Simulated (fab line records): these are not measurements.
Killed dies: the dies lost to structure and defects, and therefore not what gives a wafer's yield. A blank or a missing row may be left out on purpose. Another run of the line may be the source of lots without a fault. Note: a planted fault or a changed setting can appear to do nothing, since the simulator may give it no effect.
fab line records	flow sky130
record: lots: 5	wafers: 15	lastDay: 50
route steps=708 shown FIELD_ISO@6 PAD_OPEN@708
lots with no fault: from the same line, run without faults
startH: hours from the record's first day to the start of the lot's first wafer shown	waitH: hours elapsed since this lot's preceding step	" same as the row above	L1.1+2: several wafers, shown together as one row	- value missing, or start not given	* or withheld: withheld	< > ~ a bound
route shown NAME@n: a module of which the file shows steps, and the number in the route of the first	usual: mean/standard deviation of fault-free wafers	same: alike in all rows	chamber/n: place in a boat	sites: each site's reading	_std_site: how widely they spread, as a standard deviation	_edge_site: mean of outer sites minus mean of inner sites	radiusMm: for every site, how far away it sits from the centre of the wafer	mask NAME#n: copy n	behind: the most recent tool/chamber to have shaped the wafer	hold: what put the lot on hold/how long, in hours/how the hold closed	device: the transistor (n, p or np) that didn't switch	end of line: the same wafers' tests at the end of the route	a step with no rows: only its recipe	killed: at the first sort, the dies lost to defects and structure; wafer yield is something else	map: per-die view of a wafer (x killed, . not killed, _ where there is no die)
set.NAME: the run value of the setting; set.NAME@STEP: its run value at that earlier step	model.NAME: the simulator's own value behind a step, which no gauge read
lots seen at some steps along the route; tables by step, rows by wafer
services: when a tool's chamber went out of use (startH, in hours from the record's first day, below 0 if earlier), for how many hours, and the reason
== steps ==
step: SKY_FIELD_ISO_DEHYDRATE_05
recipe: tempC: 200	timeS: 60
step: SKY_FIELD_ISO_HMDS_06
recipe: primeTimeS: 60	primeTempC: 120
step: SKY_FIELD_ISO_COAT_07
recipe: resist: BARC	tempC: withheld	timeS: withheld	spinRpm: 3000	resistThkNm: 60
step: SKY_FIELD_ISO_COAT_08
recipe: resist: KrF-thick	spinRpm: 3000	resistThkNm: 450
step: SKY_FIELD_ISO_SOFTBAKE_09
recipe: tempC: 100	timeS: 90	resist: KrF-thick
step: SKY_FIELD_ISO_EXPOSE_10
recipe: maskId: FOM	na: 0.68	sourceShape: annular	sigmaInner: 0.4	sigmaOuter: 0.8	targetCdNm: 150	doseMj: 28
step: SKY_FIELD_ISO_PEB_11
recipe: pebTempC: withheld	pebTimeS: withheld	resist: KrF-thick
step: SKY_FIELD_ISO_DEVELOP_12
recipe: developTimeS: 60	resist: KrF-thick	devTempC: 21
step: SKY_FIELD_ISO_CD_MEAS_13
recipe: targetCdNm: 150
usual: cdNm: 150.4/1.7
lot.wafer	tool	chamber	startH	waitH	cdNm
L747.4	cdSem-02	-	59.80	-	149.5
L747.5	"	-	"	"	148.0
L747.6	"	-	"	"	149.5
L750.1	cdSem-01	-	70.84	-	151.6
L750.2	"	-	"	"	151.7
L750.5	"	-	"	"	150.4
L760.2	cdSem-02	-	122.36	-	152.2
L760.3	"	-	"	"	152.0
L760.4	"	-	"	"	153.8
L762.3	cdSem-02	-	132.72	-	149.8
L762.4	"	-	"	"	151.1
L762.6	"	-	"	"	152.1
L763.2	cdSem-02	-	138.63	-	149.8
L763.4	"	-	"	"	151.6
L763.5	"	-	"	"	149.8
step: SKY_FIELD_ISO_ETCH_14
recipe: chemistry: N2/H2	target: BARC	ionEnergyEv: 200	sourceW: 500	biasW: 100	pressureMtorr: 30	n2FlowSccm: 100	h2FlowSccm: 200	stopOn: SiO2	timeS: 45.9	targetDepthA: 600
usual: drypumpMotorCurrentA: 5.4/0.39	h2FlowSccm: 199.9/0.67	oesProductAu: 0.854/0.0052	runLengthS: 74.34/0.29	throttleValvePct: 13.225/0.0083
lot.wafer	tool	chamber	startH	waitH	drypumpMotorCurrentA	h2FlowSccm	oesProductAu	rfHoursCounterH	runLengthS	throttleValvePct
L747.4	rieDiel-03	0	59.86	0.0	4.8	201.3	0.856	66	74.17	13.226
L747.5	"	1	"	"	6.0	200.1	0.853	-	75.04	13.234
L747.6	"	2	"	"	5.1	199.6	0.846	-	74.16	13.239
L750.1	rieDiel-03	2	70.96	0.1	5.1	199.9	0.858	11	74.33	13.221
L750.2	"	3	"	"	5.3	199.7	0.863	1	74.24	13.206
L750.5	"	2	"	"	5.1	200.1	0.855	-	74.69	13.226
L760.2	rieDiel-02	2	122.46	0.1	5.3	199.9	0.852	4	74.76	13.229
L760.3	"	1	"	"	6.0	200.3	0.858	50	74.05	13.230
L760.4	"	0	"	"	5.1	199.8	0.852	48	74.40	13.222
L762.3	rieDiel-03	1	132.80	0.1	5.9	199.7	0.857	21	74.36	13.224
L762.4	"	2	"	"	5.1	199.8	0.844	12	74.33	13.232
L762.6	"	3	"	"	5.3	199.8	0.853	-	74.36	13.237
L763.2	rieDiel-01	0	138.73	0.1	5.8	200.9	0.858	63	74.39	13.239
L763.4	"	1	"	"	5.1	200.2	0.858	28	74.35	13.217
L763.5	"	3	"	"	5.9	200.0	0.849	-	74.51	13.241
step: SKY_FIELD_ISO_ETCH_15
recipe: chemistry: CHF3/O2	targetDepthNm: 180	stopOn: Si	sourceW: 600	biasW: 200	pressureMtorr: 40	chf3FlowSccm: 50	O2_flow_sccm: 5	timeS: 72
usual: drypumpMotorCurrentA: 5.4/0.39	oesProductAu: 0.945/0.0073	runLengthS: 100.46/0.25	throttleValvePct: 8.844/0.0099
lot.wafer	tool	chamber	startH	waitH	drypumpMotorCurrentA	oesProductAu	rfHoursCounterH	runLengthS	throttleValvePct
L747.4	rieDiel-03	0	59.90	0.0	4.8	0.955	66	100.45	8.839
L747.5	"	1	"	"	5.9	0.945	-	100.36	8.844
L747.6	"	2	"	"	5.1	0.947	-	100.70	8.864
L750.1	rieDiel-03	2	71.00	0.0	5.1	0.960	11	100.67	8.845
L750.2	"	3	"	"	5.3	0.949	1	100.46	8.856
L750.5	"	2	"	"	5.1	0.951	-	100.32	8.846
L760.2	rieDiel-02	2	122.50	0.0	5.3	0.946	4	100.37	8.853
L760.3	"	1	"	"	6.0	0.955	50	100.52	8.844
L760.4	"	0	"	"	5.1	0.948	48	100.60	8.850
L762.3	rieDiel-03	1	132.84	0.0	5.9	0.960	21	100.43	8.848
L762.4	"	2	"	"	5.1	0.950	12	100.59	8.849
L762.6	"	3	"	"	5.2	0.956	-	100.64	8.838
L763.2	rieDiel-01	0	138.77	0.0	5.8	0.952	63	101.04	8.852
L763.4	"	1	"	"	5.1	0.959	28	100.73	8.841
L763.5	"	3	"	"	5.9	0.957	-	100.89	8.828
step: SKY_FIELD_ISO_STRIP_16
recipe: chemistry: O2/N2	powerW: 1400	pressureMtorr: 1500	platenTempC: withheld	o2FlowSccm: 3000	n2FlowSccm: 300	overashFraction: 0.5
usual: drypumpMotorCurrentA: 5.76/0.24	oesProductAu: 0.378/0.0046	stripTimeToEndpointS: 3.546/0.028
lot.wafer	tool	chamber	startH	waitH	drypumpMotorCurrentA	oesProductAu	rfHoursCounterH	stripTimeToEndpointS
L747.4	plasmaAsher-01	1	59.99	0.1	5.82	0.385	-	3.547
L747.5	"	0	"	"	5.60	0.379	-	3.583
L747.6	"	1	"	"	5.82	0.370	-	3.529
L750.1	plasmaAsher-04	1	71.06	0.0	6.09	0.377	36	3.494
L750.2	"	0	"	"	5.55	0.371	36	3.569
L750.5	"	0	"	"	5.52	0.373	-	3.502
L760.2	plasmaAsher-03	1	122.56	0.0	5.43	0.378	44	3.593
L760.3	"	1	"	"	5.44	0.375	-	3.576
L760.4	"	0	"	"	6.13	0.387	-	3.595
L762.3	plasmaAsher-03	0	132.93	0.1	6.13	0.378	-	3.565
L762.4	"	1	"	"	5.44	0.377	-	3.520
L762.6	"	0	"	"	6.10	0.383	-	3.539
L763.2	plasmaAsher-01	0	138.82	0.0	5.59	0.381	33	3.524
L763.4	"	1	"	"	5.85	0.381	-	3.554
L763.5	"	0	"	"	5.58	0.370	-	3.534
step: SKY_FIELD_ISO_ETCH_17
recipe: targetDepthA: 3420	maskMaterial: Si3N4	chemistry: HBr/Cl2/O2	target: Si	taperDeg: 5	icpW: 600	biasW: 150	pressureMtorr: 15	HBr_flow_sccm: 150	Cl2_flow_sccm: 40	O2_flow_sccm: 6	timeS: 97.7
usual: drypumpMotorCurrentA: 5.6/0.48	oesProductAu: 0.995/0.0073	runLengthS: 126.0/0.45	throttleValvePct: 25.661/0.01
lot.wafer	tool	chamber	startH	waitH	drypumpMotorCurrentA	oesProductAu	rfHoursCounterH	runLengthS	throttleValvePct	model.FIELD_ISO.featureDepthNm	model.etch.depthNm	model.Si3N4_of_FIELD_ISO_CVD_03.thkNm
L747.4	rieSi-02	3	60.06	0.0	4.8	0.992	56	125.8	25.664	336.6	336.6	153.3
L747.5	"	1	"	"	5.3	0.994	-	126.1	25.674	337.2	337.2	152.2
L747.6	"	0	"	"	5.9	0.990	-	125.3	25.671	338.7	338.7	153.1
L750.1	rieSi-01	2	71.16	0.1	6.3	0.993	23	125.4	25.677	338.2	338.2	153
L750.2	"	3	"	"	5.2	0.987	1	126.2	25.660	334.5	334.5	151.8
L750.5	"	2	"	"	6.3	0.997	-	125.5	25.675	337.4	337.4	151.6
L760.2	rieSi-02	1	122.66	0.1	5.3	0.984	36	80.3	25.668	177.6	177.6	157.5
L760.3	"	0	"	"	5.8	0.990	2	125.1	25.658	336.3	336.3	150.8
L760.4	"	2	"	"	6.0	1.008	98	126.4	25.656	346.2	346.2	150.6
L762.3	rieSi-01	2	133.00	0.0	6.3	1.000	24	125.3	25.635	341.4	341.4	152.8
L762.4	"	0	"	"	5.8	1.000	4	126.7	25.654	342.7	342.7	152.3
L762.6	"	3	"	"	5.2	1.001	-	126.3	25.648	338.7	338.7	151.2
L763.2	rieSi-01	1	138.92	0.1	5.8	0.989	119	126.0	25.660	338.9	338.9	153.1
L763.4	"	3	"	"	5.2	1.000	1	126.1	25.654	341.2	341.2	152.6
L763.5	"	3	"	"	5.2	0.993	-	126.1	25.667	339.8	339.8	152.2
step: SKY_FIELD_ISO_WET_ETCH_18
recipe: chemistry: H3PO4	targetDepthNm: 25	tempC: 160	target: Si3N4	timeS: 286
step: SKY_FIELD_ISO_CLEAN_19
recipe: chemistry: SC1/SC2	mix: 1:4:20	tempC: 70	timeS: 150
step: SKY_FIELD_ISO_CLEAN_20
recipe: chemistry: dHF	timeS: 20	dilution: 100:1
step: SKY_FIELD_ISO_WET_ETCH_21
recipe: chemistry: dHF	dilution: 100:1	targetDepthNm: 20	dry: ipaMarangoni	target: SiO2	tempC: 25	timeS: 400
step: SKY_FIELD_ISO_OXIDATION_22
recipe: tempC: 950	ambient: O2	stabiliseS: 600	purgeS: 300	targetThkA: 100	oxTimeS: 623
step: SKY_FIELD_ISO_THK_MEAS_23
recipe: reads: SiO2_of_FIELD_ISO_OXIDATION_22
usual: FIELD_ISO_OXIDATION_01_THK: 9.93/0.15
lot.wafer	tool	chamber	startH	waitH	FIELD_ISO_OXIDATION_01_THK[nm]
L747.4	filmMetro-03	-	62.74	0.0	9.76
L747.5	"	-	"	"	10.18
L747.6	"	-	"	"	9.94
L750.1	filmMetro-04	-	73.89	0.0	9.99
L750.2	"	-	"	"	10.05
L750.5	"	-	"	"	9.98
L760.2	filmMetro-03	-	126.11	0.0	10.03
L760.3	"	-	"	"	10.04
L760.4	"	-	"	"	10.12
L762.3	filmMetro-04	-	137.12	0.0	9.90
L762.4	"	-	"	"	10.09
L762.6	"	-	"	"	10.02
L763.2	filmMetro-03	-	143.94	0.0	9.95
L763.4	"	-	"	"	9.97
L763.5	"	-	"	"	9.89
step: SKY_FIELD_ISO_CVD_24
recipe: material: SiO2	targetThkNm: 595	tempC: 650	sigmaOpenFrac: 0.3	timeS: 99.2	sih4FlowSccm: 60	pressureMtorr: 6
step: SKY_FIELD_ISO_THK_MEAS_25
recipe: reads: SiO2_of_FIELD_ISO_CVD_24
usual: FIELD_ISO_CVD_24_THK: 592/5.6
lot.wafer	tool	chamber	startH	waitH	FIELD_ISO_CVD_24_THK[nm]
L747.4	filmMetro-04	-	62.87	0.0	589
L747.5	"	-	"	"	587
L747.6	"	-	"	"	597
L750.1	filmMetro-01	-	74.02	0.0	601
L750.2	"	-	"	"	596
L750.5	"	-	"	"	601
L760.2	filmMetro-04	-	126.26	0.1	593
L760.3	"	-	"	"	600
L760.4	"	-	"	"	591
L762.3	filmMetro-01	-	137.25	0.1	597
L762.4	"	-	"	"	591
L762.6	"	-	"	"	599
L763.2	filmMetro-04	-	144.07	0.0	591
L763.4	"	-	"	"	595
L763.5	"	-	"	"	589
step: SKY_FIELD_ISO_ANNEAL_26
recipe: tempC: 1000	timeS: 1800	ambient: N2
step: SKY_FIELD_ISO_CMP_27
recipe: stopOn: Si3N4	tOverpolishS: 16	downForcePsi: 4	platenRpm: 60	targetThkNm: 457.8	padVelocityMS: 0.94248
usual: motorCurrentA: 11.8/1.2	overpolishRunS: 16.000/0.0077	timeToEndpointS: 115/4
lot.wafer	tool	chamber	startH	waitH	motorCurrentA	overpolishRunS	timeToEndpointS
L747.4	cmp-02	3	65.61	0.1	12.9	16.008	112
L747.6	"	2	"	"	13.5	15.999	114
L747.5	"	3	"	"	12.3	15.998	114
L750.1	cmp-02	2	76.88	0.1	13.8	16.000	118
L750.2	"	3	"	"	13.0	15.992	113
L750.5	"	0	"	"	10.3	15.988	114
L760.2	cmp-01	1	130.40	0.1	12.2	15.990	123
L760.4	"	2	"	"	10.1	16.002	114
L760.3	"	3	"	"	13.3	16.001	117
L762.3	cmp-02	2	142.81	0.1	13.3	15.992	115
L762.4	"	3	"	"	12.7	15.995	111
L762.6	"	2	"	"	13.7	15.995	118
L763.4	cmp-01	0	149.92	0.1	10.5	15.992	118
L763.2	"	2	"	"	10.8	16.014	113
L763.5	"	0	"	"	11.3	15.998	117
step: SKY_FIELD_ISO_WET_ETCH_28
recipe: chemistry: dHF	targetDepthNm: 23.7	target: SiO2	dilution: 10:1	tempC: 25	timeS: 47
usual: runLengthS: 77/3.3	tempC: 25.02/0.1
lot.wafer	tool	chamber	startH	waitH	runLengthS	tempC	model.Si3N4_of_FIELD_ISO_CVD_03.thkNm
L747.4	wetBench-01	1	65.86	0.2	79	25.11	122.7
L747.5	"	1	"	"	79	25.18	121.6
L747.6	"	1	"	"	79	25.05	122.4
L750.1	wetBench-03	0	77.08	0.1	74	25.03	122.1
L750.2	"	0	"	"	74	24.89	121
L750.5	"	0	"	"	74	25.00	120.8
L760.2	wetBench-02	2	130.65	0.2	80	25.12	126.2
L760.3	"	2	"	"	80	25.03	119.4
L760.4	"	2	"	"	80	25.12	119.3
L762.3	wetBench-01	1	143.06	0.2	74	24.97	121.3
L762.4	"	1	"	"	74	25.00	121
L762.6	"	1	"	"	74	24.83	119.7
L763.2	wetBench-03	0	150.17	0.1	74	25.06	122.1
L763.4	"	0	"	"	74	25.13	121.8
L763.5	"	0	"	"	74	25.10	121.4
step: SKY_FIELD_ISO_WET_ETCH_29
recipe: chemistry: H3PO4	targetDepthNm: 160	target: Si3N4	tempC: 160	timeS: 1825
step: SKY_PAD_OPEN_PROBE_99
usual: killed_at_M0_to_M3: 43/6.4	killed_at_M4_up: 3.1/2	killedAtContacts: 24/5.2	killedAtFrontEnd: 15/4.3	killedAtOther: 0.2/0.48	killedDies: 85/9.7	killedOpen: 47/6.9	killedShort: 38/6.7
same: grossDies: 492	killedAtBackSide: 0
lot.wafer	tool	chamber	startH	waitH	killed_at_M0_to_M3	killed_at_M4_up	killedAtContacts	killedAtFrontEnd	killedAtOther	killedDies	killedOpen	killedShort	model.etest.pfet_16v.rOnOhmUm	model.etest.res_p_drift_20v.lineOhmUm	model.etest.res_p_drift_20v.rsOhmSq	model.etest.resIsoPwell.rsOhmSq	model.etest.nfet_16v.rOnOhmUm	model.etest.resIsoPwell.lineOhmUm	model.etest.resNwell.lineOhmUm	model.etest.resNwell.rsOhmSq
L747.4	prober-01	-	1113.64	0.2	54	1	20	17	0	92	59	33	1.53e+04	1.286e+04	1.059e+04	3340	1.439e+04	1263	1116	956.9
L747.5	prober-01	-	1113.69	0.2	37	4	28	17	0	86	49	37	1.528e+04	1.28e+04	1.054e+04	3325	1.439e+04	1264	1124	946.9
L747.6	prober-01	-	1113.74	0.2	36	3	31	19	0	89	54	35	1.538e+04	1.309e+04	1.077e+04	3384	1.461e+04	1281	1133	954.8
L750.1	prober-02	-	1139.04	0.1	37	4	20	11	0	72	41	31	1.454e+04	1.155e+04	9812	2796	1.417e+04	1043	1088	896
L750.2	prober-02	-	1139.09	0.1	44	1	33	17	1	96	53	43	1.444e+04	1.122e+04	9385	2674	1.431e+04	997	1069	885
L750.5	prober-02	-	1139.24	0.2	44	4	32	19	0	99	58	41	1.44e+04	1.146e+04	9674	2741	1.416e+04	1041	1076	879
L760.2	prober-02	-	1188.01	0.1	42	1	21	16	0	80	46	34	1.161e+04	7489	6209	1771	1.326e+04	666.4	836.5	687.5
L760.3	prober-02	-	1188.06	0.2	52	2	25	13	0	92	38	54	1.509e+04	1.06e+04	8705	3018	1.423e+04	1154	1113	931.2
L760.4	prober-02	-	1188.11	0.2	42	0	16	13	1	72	34	38	1.523e+04	1.082e+04	9122	3217	1.415e+04	1200	1126	956.9
L762.3	prober-02	-	1192.15	0.2	44	0	24	13	1	82	45	37	1.574e+04	1.088e+04	9168	3630	1.45e+04	1378	1043	895.2
L762.4	prober-02	-	1192.20	0.2	37	6	15	12	0	70	39	31	1.591e+04	1.106e+04	9270	3799	1.432e+04	1464	1058	902.3
L762.6	prober-02	-	1192.30	0.2	45	0	24	9	1	79	48	31	1.539e+04	1.072e+04	9010	3573	1.435e+04	1346	1038	896.1
L763.2	prober-01	-	1204.58	0.1	33	2	18	11	0	64	38	26	1.519e+04	1.169e+04	9768	3369	1.413e+04	1288	1045	904.3
L763.4	prober-01	-	1204.68	0.2	46	5	21	20	0	92	49	43	1.539e+04	1.17e+04	9989	3436	1.413e+04	1312	1034	906.1
L763.5	prober-01	-	1204.73	0.2	36	4	24	7	0	71	40	31	1.534e+04	1.152e+04	9798	3326	1.429e+04	1265	1042	893.7
killed by level:class
L747.4 VIA1:geometricParticle:open=11 VIA3:geometricParticle:open=11 CONTACT:geometricParticle:open=9 METAL1:geometricParticle:short=7 VIA2:geometricParticle:open=7 FIELD_ISO:geometricParticle:open=6 CONTACT:geometricParticle:short=5 METAL3:geometricParticle:short=5
L747.5 CONTACT:geometricParticle:open=11 LI_CONTACT:geometricParticle:open=8 VIA3:geometricParticle:open=8 POLY_GATE:geometricParticle:open=6 METAL1:geometricParticle:short=6 VIA1:geometricParticle:open=5 CONTACT:geometricParticle:short=4 VIA1:geometricParticle:short=4
L747.6 VIA1:geometricParticle:open=12 LI_CONTACT:geometricParticle:open=10 FIELD_ISO:geometricParticle:open=9 CONTACT:geometricParticle:open=8 LI_CONTACT:geometricParticle:short=4 POLY_GATE:geometricParticle:short=4 LOCAL_INTERCONNECT:geometricParticle:short=4 METAL1:geometricParticle:short=4
L750.1 VIA1:geometricParticle:open=13 LI_CONTACT:geometricParticle:open=8 METAL4:geometricParticle:short=4 CONTACT:geometricParticle:short=4 CONTACT:geometricParticle:open=4 METAL1:geometricParticle:short=4 POLY_GATE:geometricParticle:open=3 POLY_GATE:geometricParticle:short=3
L750.2 VIA1:geometricParticle:open=19 CONTACT:geometricParticle:open=12 LI_CONTACT:geometricParticle:open=9 CONTACT:geometricParticle:short=7 FIELD_ISO:geometricParticle:open=6 VIA1:geometricParticle:short=6 METAL1:geometricParticle:short=6 FIELD_ISO:geometricParticle:short=4
L750.5 VIA1:geometricParticle:open=17 VIA2:geometricParticle:open=10 CONTACT:geometricParticle:open=8 LI_CONTACT:geometricParticle:open=7 CONTACT:geometricParticle:short=7 POLY_GATE:geometricParticle:short=6 LOCAL_INTERCONNECT:geometricParticle:short=6 FIELD_ISO:geometricParticle:short=5
L760.2 VIA1:geometricParticle:open=14 CONTACT:geometricParticle:short=8 CONTACT:geometricParticle:open=7 FIELD_ISO:geometricParticle:short=5 METAL2:geometricParticle:short=5 VIA3:geometricParticle:open=5 POLY_GATE:geometricParticle:open=4 VIA2:geometricParticle:open=4
L760.3 VIA1:geometricParticle:open=10 CONTACT:geometricParticle:short=9 VIA1:geometricParticle:short=8 CONTACT:geometricParticle:open=7 LOCAL_INTERCONNECT:geometricParticle:short=6 VIA3:geometricParticle:open=6 METAL3:geometricParticle:short=6 VIA2:geometricParticle:open=5
L760.4 VIA1:geometricParticle:short=11 VIA1:geometricParticle:open=10 CONTACT:geometricParticle:open=7 FIELD_ISO:geometricParticle:short=5 POLY_GATE:geometricParticle:short=5 VIA2:geometricParticle:open=5 LI_CONTACT:geometricParticle:open=4 METAL2:geometricParticle:short=4
L762.3 VIA1:geometricParticle:open=11 CONTACT:geometricParticle:open=10 CONTACT:geometricParticle:short=8 VIA2:geometricParticle:open=8 VIA1:geometricParticle:short=6 METAL2:geometricParticle:short=6 VIA3:geometricParticle:open=6 POLY_GATE:geometricParticle:short=3
L762.4 VIA1:geometricParticle:open=12 LI_CONTACT:geometricParticle:open=6 METAL2:geometricParticle:short=5 VIA3:geometricParticle:open=5 LOCAL_INTERCONNECT:geometricParticle:short=4 METAL1:geometricParticle:short=4 METAL4:geometricParticle:short=4 FIELD_ISO:geometricParticle:open=3
L762.6 VIA3:geometricParticle:open=14 VIA1:geometricParticle:open=12 CONTACT:geometricParticle:open=10 LI_CONTACT:geometricParticle:open=5 CONTACT:geometricParticle:short=4 VIA1:geometricParticle:short=4 METAL2:geometricParticle:short=4 FIELD_ISO:geometricParticle:short=3
L763.2 CONTACT:geometricParticle:open=9 VIA1:geometricParticle:short=7 VIA1:geometricParticle:open=7 POLY_GATE:geometricParticle:open=4 LI_CONTACT:geometricParticle:open=4 VIA3:geometricParticle:short=4 VIA3:geometricParticle:open=4 METAL2:geometricParticle:short=3
L763.4 VIA1:geometricParticle:open=13 VIA3:geometricParticle:open=11 CONTACT:geometricParticle:open=7 POLY_GATE:geometricParticle:short=5 METAL4:geometricParticle:short=4 VIA3:geometricParticle:short=4 LI_CONTACT:geometricParticle:open=4 VIA1:geometricParticle:short=4
L763.5 CONTACT:geometricParticle:open=7 VIA1:geometricParticle:open=7 VIA3:geometricParticle:open=7 POLY_GATE:geometricParticle:open=6 VIA2:geometricParticle:open=6 LI_CONTACT:geometricParticle:open=5 LOCAL_INTERCONNECT:geometricParticle:short=5 CONTACT:geometricParticle:short=4
== services ==
tool	chamber	startH	hours	kind
cmp-02	-	46.13	8.0	pm
cmp-02	-	57.25	0.8	repair
cmp-01	-	61.87	0.5	repair
rieDiel-02	-	62.41	0.6	repair
cmp-01	-	64.00	4.0	pm
cmp-01	-	68.00	-	consumableReplace:conditioner
cmp-01	-	68.00	-	consumableReplace:pad
rieDiel-02	0	73.30	9.3	repair
rieSi-02	3	78.45	1.5	repair
rieDiel-02	0	95.09	2.8	repair
rieDiel-01	3	98.56	17.2	repair
plasmaAsher-03	-	103.31	1.0	repair
rieDiel-01	1	105.52	10.4	repair
plasmaAsher-04	-	108.75	9.0	pm
plasmaAsher-04	0	108.75	9.0	ventCycle
plasmaAsher-04	1	108.75	9.0	ventCycle
cmp-01	-	113.95	1.7	repair
cmp-02	-	117.69	2.8	repair
plasmaAsher-04	0	117.75	-	clean
plasmaAsher-04	1	117.75	-	clean
rieDiel-03	3	118.18	7.9	repair
plasmaAsher-03	-	124.00	1.4	repair
cmp-02	-	137.23	1.6	repair
cmp-02	-	149.21	2.5	repair
== key ==
firstSign: step: SKY_FIELD_ISO_ETCH_17	reading: runLengthS	direction: down	sigmas: 99+	usual: *	struck: *
effect none on later readings
modelEffect: step: SKY_FIELD_ISO_ETCH_17	value: FIELD_ISO.featureDepthNm	without: 337.8	struck: 177.6
modelEffect: step: SKY_FIELD_ISO_WET_ETCH_28	value: Si3N4_of_FIELD_ISO_CVD_03.thkNm	without: 119.2	struck: 126.2
modelEffect: step: SKY_PAD_OPEN_PROBE_99	value: etest.pfet_16v.rOnOhmUm	without: 1.509e+04	struck: 1.161e+04
metAt SKY_FIELD_ISO_ETCH_17
struckWafers L760.2
testerLeftOut L760
onsetBetween 60.06 122.66
fault: kind: processParameterDrift	tool: rieSi-02	chamber: 1	onsetH: 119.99	steps: SKY_FIELD_ISO_ETCH_17	channel: timeS	offset: *	shape: step	endH: 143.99	actsIn: *	stated: *
testerLeftOut: of these lots the tester's yield and bins aren't shown, on N5 and GAA mostly nor the transistor test; their killed dies are dies lost to structure and defects alone, not to doping, threshold or leakage, so they don't give the yield
